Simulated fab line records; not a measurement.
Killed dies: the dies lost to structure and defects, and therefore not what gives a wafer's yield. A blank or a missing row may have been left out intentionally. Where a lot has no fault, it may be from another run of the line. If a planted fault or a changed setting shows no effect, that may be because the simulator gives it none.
fab line records -- flow sfq-line
[record] lots = 14, wafers = 42, last-day = 89
route steps=325 shown I3@144
lots that met no fault: from a run of the same line without faults
start-h: start of the lot's first displayed wafer, in hours after the record's first day -- wait-h: time in hours since the lot's previous step -- " as in the row above -- L1.1+2: a row that stands for several wafers -- - no value, or no start was given -- * or withheld: withheld -- < > ~ a bound
route shown NAME@n: names a module that has steps shown in the file, with the first one's number in the route -- usual: mean/standard deviation taken from wafers without a fault -- same: alike in all rows -- chamber/n: place in a boat -- sites: readings site by site -- _std_site: how widely they spread, as a standard deviation -- _edge_site: outer sites' mean less inner sites' -- radius-mm: for every site, how far away it sits from the centre of the wafer -- mask NAME#n: copy n -- behind: the most recent tool/chamber to have shaped the wafer -- hold: why the lot went on hold/how many hours it stayed there/how the hold came to an end -- device: transistor that didn't switch, given as n, p or np -- end of line: the route-end tests of the same wafers -- a step with no rows: only its recipe -- killed: not the wafer's yield, but the dies lost to structure and defects at the first sort -- map: per-die view of a wafer (x killed, . not killed, _ where there is no die)
set.NAME: the setting that was run; set.NAME@STEP: the one run at that earlier step -- model.NAME: the simulator's own value behind a step, which no gauge read
one table for each step of the route and one row for each wafer, over a sample of lots
services: from which hour (start-h, from the record's first day; less than 0 if before it) a tool's chamber was out of use, for how many hours, and why
[[steps]]
[step SFQ_TRILAYER_I3_VIA_BARC_OPEN_VIA_ETCH_121]
[recipe] mask-material = PR, chemistry = O2, target-depth-nm = 125, target = BARC, source-w = 500, bias-w = 80, pressure-mtorr = 30, time-s = 41.7
[usual] bias-w = 80.02/0.22, drypump-motor-current-A = 5.9/0.53, oes-product-au = 0.685/0.0052, rf-fwd-power-W = 494.8/2.5
lot.wafer,tool,chamber,start-h,wait-h,bias-w,drypump-motor-current-A,oes-product-au,rf-fwd-power-W,rf-hours-counter-h
L122.1,rie-diel-01,2,706.51,0.0,80.16,5.8,0.678,496.3,6
L122.2,rie-diel-01,1,706.51,0.0,80.21,4.8,0.694,497.9,29
L122.6,rie-diel-01,3,706.51,0.0,80.24,5.8,0.686,495.8,-
L124.1,rie-diel-04,3,720.91,0.0,79.89,6.7,0.694,492.6,1
L124.4,rie-diel-04,0,720.91,0.0,80.03,6.3,0.680,492.3,0
L124.6,rie-diel-04,2,720.91,0.0,80.02,6.4,0.678,492.7,-
L125.1,rie-diel-04,0,729.31,0.0,80.11,6.3,0.687,489.1,0
L125.5,rie-diel-04,0,729.31,0.0,80.03,6.3,0.684,490.1,-
L125.6,rie-diel-04,1,729.31,0.0,80.17,5.2,0.679,496.7,-
L127.1,rie-diel-02,1,901.48,0.0,79.84,6.3,0.687,497.1,5
L127.3,rie-diel-02,3,901.48,0.0,79.43,5.6,0.690,496.2,3
L127.4,rie-diel-02,0,901.48,0.0,79.98,6.1,0.675,496.2,-
L128.1,rie-diel-04,1,911.06,0.0,79.85,5.2,0.686,500.3,8
L128.2,rie-diel-04,3,911.06,0.0,79.83,6.7,0.680,493.5,4
L128.4,rie-diel-04,0,911.06,0.0,79.83,6.3,0.679,491.2,2
L129.4,rie-diel-02,2,924.26,0.0,79.99,6.0,0.690,495.5,1
L129.5,rie-diel-02,0,924.26,0.0,79.85,6.1,0.690,495.2,-
L129.6,rie-diel-02,3,924.26,0.0,79.81,5.6,0.689,495.2,-
L133.2,rie-diel-04,1,960.21,0.0,80.38,5.2,0.692,499.6,9
L133.4,rie-diel-04,0,960.21,0.0,80.54,6.3,0.686,292.4,4
L133.6,rie-diel-04,1,960.21,0.0,80.29,5.2,0.683,495.0,-
L135.1,rie-diel-04,0,973.41,0.0,80.19,6.3,0.679,291.1,4
L135.2,rie-diel-04,1,973.41,0.0,80.21,5.2,0.688,495.3,9
L135.4,rie-diel-04,2,973.41,0.0,79.76,6.4,0.689,493.5,0
L138.2,rie-diel-01,2,1002.70,0.0,80.24,5.8,0.681,493.2,11
L138.3,rie-diel-01,3,1002.70,0.0,79.97,5.8,0.687,493.3,13
L138.5,rie-diel-01,1,1002.70,0.0,79.61,4.8,0.690,494.9,-
L139.1,rie-diel-02,1,1017.22,0.0,79.74,6.3,0.682,493.7,7
L139.4,rie-diel-02,3,1017.22,0.0,79.76,5.5,0.687,498.8,5
L139.5,rie-diel-02,3,1017.22,0.0,80.02,5.5,0.687,499.5,-
L140.2,rie-diel-01,3,1022.02,0.0,80.07,5.8,0.687,497.1,13
L140.4,rie-diel-01,1,1022.02,0.0,80.05,4.8,0.685,495.2,2
L140.6,rie-diel-01,2,1022.02,0.0,80.12,5.8,0.691,496.8,-
L141.1,rie-diel-01,0,1032.82,0.0,79.91,6.0,0.687,496.9,4
L141.2,rie-diel-01,3,1032.82,0.0,79.71,5.8,0.682,496.4,13
L141.5,rie-diel-01,1,1032.82,0.0,79.77,4.8,0.677,493.1,-
L143.1,rie-diel-04,0,1052.15,0.0,79.95,6.3,0.685,491.5,5
L143.3,rie-diel-04,1,1052.15,0.0,79.70,5.2,0.679,496.5,10
L143.6,rie-diel-04,3,1052.15,0.0,80.09,6.7,0.686,495.2,-
L145.2,rie-diel-01,2,1068.72,0.0,80.04,5.7,0.691,497.5,12
L145.4,rie-diel-01,3,1068.72,0.0,79.82,5.8,0.683,493.8,14
L145.5,rie-diel-01,1,1068.72,0.0,79.65,4.8,0.687,490.3,-
[[services]]
tool,chamber,start-h,hours,kind
rie-diel-04,0,694.68,-,clean
rie-diel-04,0,694.68,21.6,scheduled-down
rie-diel-04,0,694.68,21.6,vent-cycle
rie-diel-01,1,698.78,5.5,repair
rie-diel-04,2,716.45,2.7,repair
rie-diel-02,2,727.16,7.7,repair
rie-diel-02,0,749.15,3.1,repair
rie-diel-04,0,766.05,8.3,repair
rie-diel-04,-,812.17,1.0,repair
rie-diel-01,3,812.27,2.7,repair
rie-diel-04,2,813.09,16.0,repair
rie-diel-04,-,831.80,1.1,repair
rie-diel-04,-,859.38,28.1,pm
rie-diel-01,2,868.69,8.3,repair
rie-diel-04,-,897.45,0.4,repair
rie-diel-02,2,900.22,10.0,repair
rie-diel-04,1,900.31,5.4,repair
rie-diel-04,2,917.13,-,clean
rie-diel-04,2,917.13,18.6,scheduled-down
rie-diel-04,2,917.13,18.6,vent-cycle
rie-diel-01,-,936.81,0.3,repair
rie-diel-02,2,980.26,7.7,repair
rie-diel-02,2,991.30,2.3,repair
rie-diel-04,2,1045.09,3.6,repair
[[key]]
[first-sign] step = SFQ_TRILAYER_I3_VIA_BARC_OPEN_VIA_ETCH_121, reading = rf-fwd-power-W, direction = down, sigmas = 82, usual = 494.8, struck = 291.7
effect none on later readings
met-at SFQ_TRILAYER_I3_VIA_BARC_OPEN_VIA_ETCH_121
struck-lots L133,L135
struck-wafers L133.4,L135.1
onset-between 911.06 960.21
[fault] kind = process-parameter-drift, tool = rie-diel-04, chamber = 0, onset-h = 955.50, steps = SFQ_TRILAYER_I3_VIA_BARC_OPEN_VIA_ETCH_121, channel = source-w, offset = -200, shape = step, end-h = 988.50, acts-in = these-recipes-only, stated = 500
